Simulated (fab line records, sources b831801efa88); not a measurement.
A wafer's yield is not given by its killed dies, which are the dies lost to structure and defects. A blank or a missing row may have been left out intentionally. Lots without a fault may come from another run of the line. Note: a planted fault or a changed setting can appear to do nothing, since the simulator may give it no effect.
Problem report in the 8D (eight disciplines) form, filled by code + flow gf180mcu + the parts of the form that need people (team, actions taken, sign-off) are left out

1. WHAT WENT WRONG
cdNm at GF_M3_CD_MEAS_14 reads a mean of 291.3 nm on 9 wafers of 3 lots; wafers without a fault read 280.2 nm with a standard deviation of 1.2. Measured from the usual mean, that is +9.3 standard deviations.
The step: target cd 280 nm.
Earliest sighting: wafer L253.3 on cdSem-01 at day 23 20:56. The record holds 39 wafers of 13 lots with a number at this step. The rule behind "out" and "out of limits": a value lying over 4 standard deviations away from the usual mean. All remaining wafers that have a number are taken as sound.

2. WHAT IT IS; WHAT IT IS NOT
| question                    | is                     | is not                                                                                                  |
|-----------------------------|------------------------|---------------------------------------------------------------------------------------------------------|
| which readings at this step | cdNm                   | -                                                                                                       |
| which lots                  | L253, L254, L256       | L247, L250, L252, L255, L261, L264, L265, L266, L268, L269                                              |
| which wafers of those lots  | all that have a number | -                                                                                                       |
| read on which gauges        | cdSem-01               | cdSem-02                                                                                                |
| when                        | from day 23 20:56      | up to then (9 sound wafers); but 21 sound wafers of L255, L261, L264, L265, L266, L268, L269 came after |

3. THE SUSPECTS, EACH WITH WHAT RULES IT OUT
Counting: a tool at a process step up to the reading stays a suspect if it ran every lot that is out and no sound lot after the first of them.
- the gauge at GF_M3_CD_MEAS_14: ruled out. All the wafers that are out were read on cdSem-01, but those of them that GF_M3_PEB_12 has rows for are out there too, on other tools.
- lithoTrack-02 at GF_M3_PEB_12 (peb time 90 s): kept. All lots that are out passed through it, beginning with L253 at day 23 20:37, and no sound lot followed; its final sound lot before that point was L252 at day 23 06:18. Its own heaterPowerTotalW, plateTempC readings are out on those wafers.
After counting, what remains is lithoTrack-02 at GF_M3_PEB_12.

4. THE CAUSE (what the simulator had put in)
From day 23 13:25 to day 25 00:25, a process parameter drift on lithoTrack-02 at GF_M3_PEB_12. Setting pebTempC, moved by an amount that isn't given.
Only this tool survived the counting.

5. SEQUENCE OF EFFECTS, ordered by route
One row per reading whose mean, taken over the struck wafers that have a number, lies over 3 standard deviations from the usual. Only readings whose record carries a usual standard deviation are examined. hours: median over the lots of the time between each lot's start at the first step of this table that gives one and its start at this step. sigmas: the change, counted in usual standard deviations.
| hours | step             | reading           | usual    | on struck wafers | change | sigmas |
|-------|------------------|-------------------|----------|------------------|--------|--------|
| 0     | GF_M3_PEB_12     | heaterPowerTotalW | 85.70 W  | 82.52            | -3.18  | -37    |
| 0     | GF_M3_PEB_12     | plateTempC        | 134.98 C | 131.21           | -3.77  | -24    |
| 0     | GF_M3_CD_MEAS_14 | cdNm              | 280.2 nm | 291.3            | +11.1  | +9.3   |
Process steps it contains:
- GF_M3_PEB_12: peb time 90 s.

6. HOW IT WOULD HAVE BEEN CAUGHT EARLIER
The first out-of-limits reading at a measuring or inspecting step in this record came at day 23 20:56, 8 hours after the fault's start at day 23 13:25.
At GF_M3_PEB_12, the tool's own readings (heaterPowerTotalW, plateTempC) were out on each struck wafer the step has a row for, so an alarm limit on them would have fired on the first such wafer.
Of the lots that are out (3), L254, L256 began GF_M3_PEB_12 on lithoTrack-02 after day 23 20:56. A hold on the tool at that time would have spared those 2.
